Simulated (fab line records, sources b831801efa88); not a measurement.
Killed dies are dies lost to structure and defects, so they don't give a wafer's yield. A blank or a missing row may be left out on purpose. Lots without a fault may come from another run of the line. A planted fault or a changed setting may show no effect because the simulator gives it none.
A struck lot beside a sound one | flow sky130 | 14 steps out of a route of 708
Sound: wafers L894.1, L894.2, L894.4. Struck: wafers L884.2, L884.3, L884.5. The cause comes at the end.
At each step with rows: each side's tool, then ch and its chambers, then its first start. Under that, the readings that differ: sound wafers | struck wafers | difference of the means | sigmas: that difference in standard deviations of wafers without a fault.
alike: readings whose means differ by less than 2 such deviations, and words and numbers that are the same on both sides. not compared: withheld readings, readings that some wafer has no value for, bounds like >300 that may hide the same value, and numbers for which the record gives no deviation and whose values overlap.
The two part at a step that has a row with sigmas, a row that says differs or no value, or rows on one side only. Numbers that don't overlap but have no deviation are shown without sigmas and don't part them. A reading that every wafer of one side lacks parts them only if that side has two wafers or more.

first, 2 steps without rows for these wafers: SKY_LDD_LDN_PEB_05; SKY_LDD_LDN_DEVELOP_06 (develop time 60 s).
SKY_LDD_LDN_OVL_MEAS_07:
  sound on overlay-01, day 30 06:03; struck on overlay-02, day 27 09:41
  alike: LDD_LDN_OVL
then, 4 steps without rows for these wafers: SKY_LDD_LDN_IMPLANT_08; SKY_LDD_LDN_IMPLANT_09; SKY_LDD_LDN_IMPLANT_10; SKY_LDD_LDN_IMPLANT_11.
SKY_LDD_LDN_STRIP_12: strips in O2/N2.
  sound on plasma_asher-02 ch 0,1, day 30 06:41; struck on plasma_asher-01 ch 0,1, day 27 10:19
  alike: drypump_motor_current_A, oes_product_au, strip_time_to_endpoint_s
  not compared: rf_hours_counter_h
SKY_LDD_LDN_TW_MEAS_13:
  sound on film_metro-01, day 30 06:47; struck on film_metro-01, day 27 10:26
  alike: LDD_LDN_TW
then, 2 steps without rows for these wafers: SKY_LDD_LDN_CLEAN_14 (cleans in SC1/SC2, time 150 s); SKY_SPACER_CVD_00 (deposits Si3N4 from DCS/NH3, target thk 43.1 nm, time 740 s).
SKY_SPACER_THK_MEAS_01:
  sound on film_metro-01, day 30 08:38; struck on film_metro-01, day 27 12:07
  alike: SPACER_CVD_00_THK
SKY_SPACER_ETCHBACK_02: etches Si3N4 in CH3F/O2, stops on SiO2, time 46.7 s, target depth 45 nm.
  sound on rie_diel-04 ch 0,2,3, day 30 08:41; struck on rie_diel-03 ch 1,2,3, day 27 12:10
  no value came back on the struck wafers for any of 6 readings (O2_flow_sccm (sccm), bias_w (W) and others); on the sound wafers O2_flow_sccm (sccm) reads 30.02 30.04 29.98
-- the record jumps here: 21 days lie between the struck wafers' starts before and after (it left off in module SPACER and takes up again in module PAD_OPEN, whose first step shown is number 708 of the route) --
SKY_PAD_OPEN_PROBE_99:
  sound on prober-02, day 50 15:34; struck on prober-02, day 48 22:32
  reading             | sound    | struck                                                               | difference                   | sigmas
  hold                | - - -    | await_dispo/1.9h/scrap await_dispo/1.9h/scrap await_dispo/1.9h/scrap | no value on the sound wafers |
  killed_at_front_end | 20 12 16 | 427 426 422                                                          | +409                         | +93
  killed_dies         | 83 73 84 | 492 492 492                                                          | +412                         | +48
  killed_on_rim       | 18 12 15 | 96 96 96                                                             | +81                          | +23
  alike: killed_at_M0_to_M3, killed_at_M4_up, killed_at_contacts, killed_at_other, killed_open, killed_short

WHERE THEY PART
First at SKY_SPACER_ETCHBACK_02; last, within this record, at SKY_PAD_OPEN_PROBE_99.

WHY: what the simulator had put in
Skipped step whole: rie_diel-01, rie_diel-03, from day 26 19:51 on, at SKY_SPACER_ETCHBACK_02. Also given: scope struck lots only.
